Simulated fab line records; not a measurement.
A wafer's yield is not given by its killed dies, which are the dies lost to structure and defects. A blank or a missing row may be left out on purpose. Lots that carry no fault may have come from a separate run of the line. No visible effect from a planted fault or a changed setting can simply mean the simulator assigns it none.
The same fault as seen by 2 desks    flow gf180mcu    numbers are kept per desk, each desk with only its own; the story behind them comes last

THE METROLOGY DESK
Means of the sampled wafers that have a number, per lot and without regard to the tool the lot ran on: this is what the gauges read. If a lot's mean is further than 4 standard deviations from the usual mean, the lot is out of limits and carries the mark OUT (the distance appears in the brackets).
Columns: A = HV_LDD_01_OVL at GF_HV_LDD_OVL_MEAS_20, usual -0.8 nm; B = HV_LDD_3_TW at GF_HV_LDD_TW_MEAS_38, usual 1421; C = cd-nm at GF_HV_LDD_CD_MEAS_46, usual 401.3 nm; D = HV_LDD_RS at GF_HV_LDD_RS_MEAS_53, usual 419.1 ohm/sq
lot   first seen here  A     B                C      D
L256  day 11 00:07     0.6   1443             405.8  419.2
L258  day 11 17:13     -1.4  1432             399.9  420.1
L263  day 13 09:32     -0.2  1421             402.6  420.1
L264  day 13 19:04     -3.0  1418             402.9  419.6
L266  day 14 14:01     -2.3  1338 (-6.4) OUT  402.7  431.3 (+11) OUT
L269  day 15 05:31     0.2   1336 (-6.6) OUT  397.5  431.3 (+11) OUT
L271  day 15 23:36     -3.0  1405             400.4  420.4
L272  day 16 04:42     -0.5  1420             403.5  419.3
L273  day 16 13:05     -0.8  1442             397.7  419.6
L276  day 17 13:54     -1.0  1439             397.3  420.6
L277  day 17 20:20     0.9   1403             403.2  418.7
L278  day 18 06:48     -2.9  1437             399.9  418.5
Finding of this desk: L266, L269 out of limits, first seen on L266 at day 15 11:17 (HV_LDD_3_TW at GF_HV_LDD_TW_MEAS_38). L256, L258, L263, L264, L271, L272, L273, L276, L277, L278: within limits.

THE TOOL OWNER'S DESK: implanter-01
The tool's own readings at GF_HV_LDD_IMPLANT_35: means of the sampled wafers that have a number, for each lot that ran on this tool. If a lot's mean is further than 4 standard deviations from the usual mean, the lot is out of limits and carries the mark OUT (the distance appears in the brackets).
Columns: A = beam-on-s at GF_HV_LDD_IMPLANT_35, usual 9.99 s; B = dose-ions-cm2 at GF_HV_LDD_IMPLANT_35, usual 7.5e+12; C = end-station-pressure-torr at GF_HV_LDD_IMPLANT_35, usual 5.07e-06 Torr; D = faraday-current-uA at GF_HV_LDD_IMPLANT_35, usual 42.3
lot   first seen here  A      B                          C         D
L256  day 11 19:19     10.21  7.5e+12                    4.95e-06  41.6
L258  day 12 13:05     10.11  7.5e+12                    4.80e-06  41.8
L266  day 15 10:53     10.06  2.8e+12 (-99 or more) OUT  5.18e-06  15.8 (-34) OUT
L269  day 16 03:55     9.80   2.8e+12 (-99 or more) OUT  4.97e-06  16.2 (-34) OUT
L276  day 18 13:49     10.00  7.5e+12                    5.24e-06  42.2
L277  day 18 20:43     9.91   7.5e+12                    5.22e-06  42.8
Finding of this desk: L266, L269 out of limits; the first was L266 at day 15 10:53, on dose-ions-cm2 at GF_HV_LDD_IMPLANT_35. L256, L258, L276, L277: within limits.

TAKEN TOGETHER
The tool owner's desk could have raised an alarm at day 15 10:53, on L266, L269.
The metrology desk could have raised an alarm at day 15 11:17, on L266, L269.
On implanter-01, each named lot ran GF_HV_LDD_IMPLANT_35.

WHAT THE SIMULATOR HAD INSERTED
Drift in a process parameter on implanter-01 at GF_HV_LDD_IMPLANT_35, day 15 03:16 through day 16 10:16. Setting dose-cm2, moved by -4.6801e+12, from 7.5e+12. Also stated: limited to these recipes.
Shown lots that were struck: L266, L269.
Hours from the fault's start to each desk's first reading out of limits: the tool owner's desk, 8; the metrology desk, 8.
